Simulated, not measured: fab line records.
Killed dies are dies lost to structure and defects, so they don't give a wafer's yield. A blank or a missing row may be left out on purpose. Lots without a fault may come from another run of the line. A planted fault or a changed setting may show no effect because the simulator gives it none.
A lot that was struck, set against a sound lot | flow gf180mcu | 15 out of 602 route steps
Sound: the wafers L412.1, L412.4, L412.6. Struck: wafers L413.1, L413.2, L413.6. The cause comes at the end.
At each step with rows: each side's tool, then ch and its chambers, then its first start. Under that, the readings that differ: sound wafers | struck wafers | difference of the means | sigmas: that difference in standard deviations of wafers without a fault.
alike: words and numbers the same on both sides, and readings whose means are apart by under 2 such deviations; not compared: readings that were withheld, readings missing a value for some wafer, numbers with overlapping values and no deviation given by the record, and bounds like >300 which may hide the same value.
Wherever a step has rows on one side only, a row that says differs or no value, or a row with sigmas, the two part there. Numbers that don't overlap but have no deviation are shown without sigmas and don't part them. Lack of a reading on every wafer of one side parts them only where that side has two or more wafers.

first, 4 steps without rows for these wafers: GF_V4_SOFTBAKE_10 (time 60 s); GF_V4_EXPOSE_11 (exposes mask Via4, target cd 260 nm); GF_V4_PEB_12 (peb time 90 s); GF_V4_DEVELOP_13 (develop time 60 s).
GF_V4_CD_MEAS_14: target cd 260 nm.
  struck on cd_sem-01, day 26 03:26; sound on cd_sem-01, day 25 16:46
  reading    | sound             | struck            | difference | sigmas
  cd_nm (nm) | 262.5 261.5 262.5 | 259.8 259.4 260.1 | -2.4       | -2
GF_V4_OVL_MEAS_15:
  struck on overlay-01, day 26 03:33; sound on overlay-02, day 25 16:53
  alike: V4_OVL
GF_V4_ETCH_16: etches BARC in N2/H2.
  sound on rie_diel-01 ch 1,3, day 25 16:55; struck on rie_diel-03 ch 0,1,2, day 26 03:35
  alike: drypump_motor_current_A, oes_product_au, throttle_valve_pct
GF_V4_ETCH_17: etches SiO2 in C4F8/O2/Ar, stops on TiN, target depth 630 nm.
  sound: rie_diel-01 ch 1,3; struck: rie_diel-03 ch 0,1,2
  alike: oes_product_au
GF_V4_STRIP_18: strips in O2/N2.
  sound on plasma_asher-02 ch 0,1, day 25 17:03; struck on plasma_asher-02 ch 0,1, day 26 03:43
  alike: drypump_motor_current_A, heater_power_w, oes_product_au
  not compared: rf_hours_counter_h
then, 2 steps without rows for these wafers: GF_V4_STRIP_19 (strips in post etch residue remover, time 1200 s); GF_V4_CLEAN_20 (cleans in DIW).
GF_V4_SPUTTER_21: material Ti, target thk 15 nm, time 80.02 s.
  struck on pvd_sputter-02, day 26 04:15; sound on pvd_sputter-02, day 25 17:37
  alike: cathode_dc_power_W, chamber_pressure_pa, throttle_valve_pct
GF_V4_SPUTTER_22: material TiN, target thk 10 nm, time 40 s.
  struck on pvd_sputter-02, day 26 04:19; sound on pvd_sputter-02, day 25 17:41
  no value came back on the struck wafers for cathode_dc_power_W (W), chamber_pressure_pa (Pa), throttle_valve_pct (%), time_s (s); on the sound wafers cathode_dc_power_W (W) reads 4000.8 3999.3 4000.5
GF_V4_CVD_23: deposits W, target thk 350 nm, time 104.9 s.
  sound on cvd_w-02 ch 0,1, day 25 17:43; struck on cvd_w-02 ch 0,1, day 26 04:21
  alike: heater_power_w
-- the record jumps here: 4 days lie between the struck wafers' starts before and after (it left off in module V4 and takes up again in module PASSIVATION, whose first step shown is number 602 of the route) --
GF_PASSIVATION_PROBE_99:
  the record has rows for the struck wafers here (prober-01, day 30 14:17) and none for the sound ones

## WHERE THEY PART
Last at GF_PASSIVATION_PROBE_99 as far as this record goes, first at GF_V4_CD_MEAS_14.

WHY: what the simulator had put in
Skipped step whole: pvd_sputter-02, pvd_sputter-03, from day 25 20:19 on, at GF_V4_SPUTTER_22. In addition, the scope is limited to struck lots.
